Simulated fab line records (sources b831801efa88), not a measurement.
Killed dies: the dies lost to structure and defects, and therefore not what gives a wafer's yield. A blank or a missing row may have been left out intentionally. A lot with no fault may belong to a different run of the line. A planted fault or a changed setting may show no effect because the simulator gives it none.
The same fault as seen by 2 desks -- flow sky130 -- every desk sees just its own numbers, and what lay behind them comes last

## METROLOGY DESK
Means of the sampled wafers that have a number, per lot and without regard to the tool the lot ran on: this is what the gauges read. Any lot whose mean is over 4 standard deviations away from the usual mean is out of limits and marked OUT; that distance is given in the brackets.
Columns: A = METAL5_ALCU_THK at SKY_METAL5_THK_MEAS_06, usual 1150 nm; B = PASSIVATION_CVD_00_THK at SKY_PASSIVATION_THK_MEAS_01, usual 90.2 nm
lot,first seen here,A,B
L296,day 41 17:15,1143,90.4
L297,day 42 18:03,1153,90.7
L301,day 44 13:19,1154,91.3
L303,day 45 09:08,1145,91.2
L304,day 45 19:14,1161,90.2
L313,day 47 22:03,1143,91.3
L315,day 47 23:27,1144,90.3
L316,day 48 10:50,1148,90.7
L317,day 49 01:30,1155,89.2
L318,day 49 02:59,1129,90.9
L319,day 49 06:32,1146,89.2
Result from this desk: across the 11 lots, nothing is out of limits.

## TOOL OWNER'S DESK, furnace-01
SKY_PAD_OPEN_ANNEAL_12, tool's own readings: per-lot mean of the sampled wafers with a number, covering each lot this tool ran. Any lot whose mean is over 4 standard deviations away from the usual mean is out of limits and marked OUT; that distance is given in the brackets. Of its 10 readings 7 are shown: the one that was out of limits first, and those that lie furthest out on some lot.
Columns: A = spike tc bottom C at SKY_PAD_OPEN_ANNEAL_12, usual 425.0 C; B = spike tc centre C at SKY_PAD_OPEN_ANNEAL_12, usual 400.3 C; C = spike tc lower C at SKY_PAD_OPEN_ANNEAL_12, usual 399.3 C; D = spike tc top C at SKY_PAD_OPEN_ANNEAL_12, usual 429.8 C; E = spike tc upper C at SKY_PAD_OPEN_ANNEAL_12, usual 399.8 C; F = tube center temp C at SKY_PAD_OPEN_ANNEAL_12, usual 400 C; G = tube_center_temp_C_max at SKY_PAD_OPEN_ANNEAL_12, usual 401.02
lot,first seen here,A,B,C,D,E,F,G
L297,day 45 14:09,423.0,400.3,397.7,431.3,400.6,400,401.19
L301,day 47 05:16,410.0 (-5.2) OUT,389.1 (-11) OUT,387.8 (-8.8) OUT,421.9,388.6 (-12) OUT,389 (-99 or more) OUT,389.58 (-67) OUT
L303,day 47 23:13,411.2 (-4.8) OUT,389.2 (-11) OUT,387.7 (-8.9) OUT,420.8,389.2 (-11) OUT,389 (-99 or more) OUT,389.66 (-67) OUT
L304,day 48 07:13,411.9 (-4.5) OUT,388.2 (-12) OUT,386.2 (-10) OUT,421.1,388.4 (-12) OUT,389 (-99 or more) OUT,389.63 (-67) OUT
L316,day 50 17:04,422.0,400.6,398.9,431.6,400.4,400,400.94
L318,day 51 07:13,422.4,400.6,398.8,432.6,400.0,400,401.01
L319,day 51 09:31,421.2,400.2,399.0,431.6,400.0,400,401.10
This desk finds L301, L303, L304 out of limits, L301 being first, at day 47 05:16 (spike tc bottom C at SKY_PAD_OPEN_ANNEAL_12). L297, L316, L318, L319 stayed within limits.

## TAKEN TOGETHER
The tool owner's desk could have raised an alarm at day 47 05:16, on L301, L303, L304.
Nothing out of limits was seen by the metrology desk.
The metrology desk holds a record of L301, L303, L304, inside its limits.
On furnace-01, each named lot ran SKY_PAD_OPEN_ANNEAL_12.

## WHAT THE SIMULATOR HAD INSERTED
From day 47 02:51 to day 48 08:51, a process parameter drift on furnace-01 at SKY_PAD_OPEN_ANNEAL_12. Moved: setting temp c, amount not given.
Struck lots among those shown: L301, L303, L304.
Time in hours from fault onset to the first out-of-limits reading at each desk: the tool owner's desk, 2.
